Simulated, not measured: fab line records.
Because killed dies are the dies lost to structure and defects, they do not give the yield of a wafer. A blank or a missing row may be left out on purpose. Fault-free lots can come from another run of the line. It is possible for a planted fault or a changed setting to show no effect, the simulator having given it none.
8D (eight disciplines) problem report, filled in by code / flow gf180mcu / the parts of the form that need people (team, actions taken, sign-off) are left out

1. THE PROBLEM
MIM_CVD_05_THK at GF_MIM_THK_MEAS_06 reads a mean of 38.0 nm on 1 wafer of 1 lot; wafers without a fault read 42.1 nm with a standard deviation of 0.56. Measured from the usual mean, that is -7.3 standard deviations.
First observed at day 26 03:49: wafer L813.1, on film metro-01. At this step, 36 wafers from 12 lots have a number in the record. Rule for "out" (also "out of limits"): further than 4 standard deviations from the usual mean. The other wafers with a number count as sound.

2. WHAT IT IS, WHAT IT ISN'T
question=which readings at this step | is=MIM_CVD_05_THK | is not=-
question=which lots | is=L813 | is not=L809, L810, L812, L814, L816, L818, L823, L824, L825, L826, L831
question=which wafers of those lots | is=L813.1 | is not=L813.2, L813.4
question=read on which gauges | is=film metro-01 | is not=film metro-03, film metro-04
question=when | is=from day 26 03:49 | is not=up to then (11 sound wafers); but 24 sound wafers of L814, L816, L818, L823, L824, L825, L826, L831 came after

3. WHAT RULES OUT EACH SUSPECT
Counting: if a tool at a process step up to the reading ran every lot that is out, it stays a suspect. Sound lots after the first of them don't rule it out here, since some wafers of a struck lot are sound.
- the gauge at GF_MIM_THK_MEAS_06: kept. All the wafers that are out were read on film metro-01, and no step on other tools shows them out.
- pvd sputter-01 at GF_MIM_SPUTTER_00 (material Ti, target thk 37.5 nm, time 150 s): kept. It ran the lot that is out, L813 (day 26 03:32).
- pecvd-02 at GF_MIM_CVD_05 (deposits Si3N4, target thk 42 nm, time 29.086 s): kept. The lot that is out, L813, ran on it at day 26 03:46; the last sound lot it ran before that was L812, at day 26 02:30.
- At GF_MIM_CVD_05 on pecvd-02, chamber 1 took the sound wafers of the same lots and chamber 2 took the wafers that are out.
The count leaves pvd sputter-01 at GF_MIM_SPUTTER_00, pecvd-02 at GF_MIM_CVD_05, and film metro-01 at GF_MIM_THK_MEAS_06.

4. THE CAUSE (what the simulator had put in)
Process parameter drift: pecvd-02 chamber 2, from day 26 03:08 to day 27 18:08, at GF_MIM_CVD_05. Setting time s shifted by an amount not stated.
This tool is one of the 3 suspects left after counting.

5. THE EFFECT CHAIN, in route order
Each row: a reading whose mean over the struck wafers that have a number lies more than 3 standard deviations from the usual. Readings are gone through only where the record gives a usual standard deviation; hours: the median, over the lots, of the time from a lot's start at the first step in this table giving one to that lot's start at this step; sigmas: the change measured in usual standard deviations.
hours=0; step=GF_MIM_CVD_05; reading=run length s; usual=57.0 s; on struck wafers=54.8; change=-2.2; sigmas=-3.9
hours=0; step=GF_MIM_THK_MEAS_06; reading=MIM_CVD_05_THK; usual=42.1 nm; on struck wafers=38.0; change=-4.1; sigmas=-7.3
Here are the process steps it includes:
- GF_MIM_CVD_05: deposits Si3N4, target thk 42 nm, time 29.086 s.

6. HOW IT WOULD HAVE BEEN CAUGHT EARLIER
In this record the first reading out of limits at a measuring or inspecting step was taken at day 26 03:49, 1 hour after the fault began at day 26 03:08.
An alarm limit of 4 standard deviations would not have fired on the tool readings at GF_MIM_CVD_05 for which the record gives a usual standard deviation, since none of them was out on any struck wafer.
The start of GF_MIM_CVD_05 on pecvd-02 came by day 26 03:49 for every one of the lots that are out (1). Tool hold at that time: it would have spared none of them.
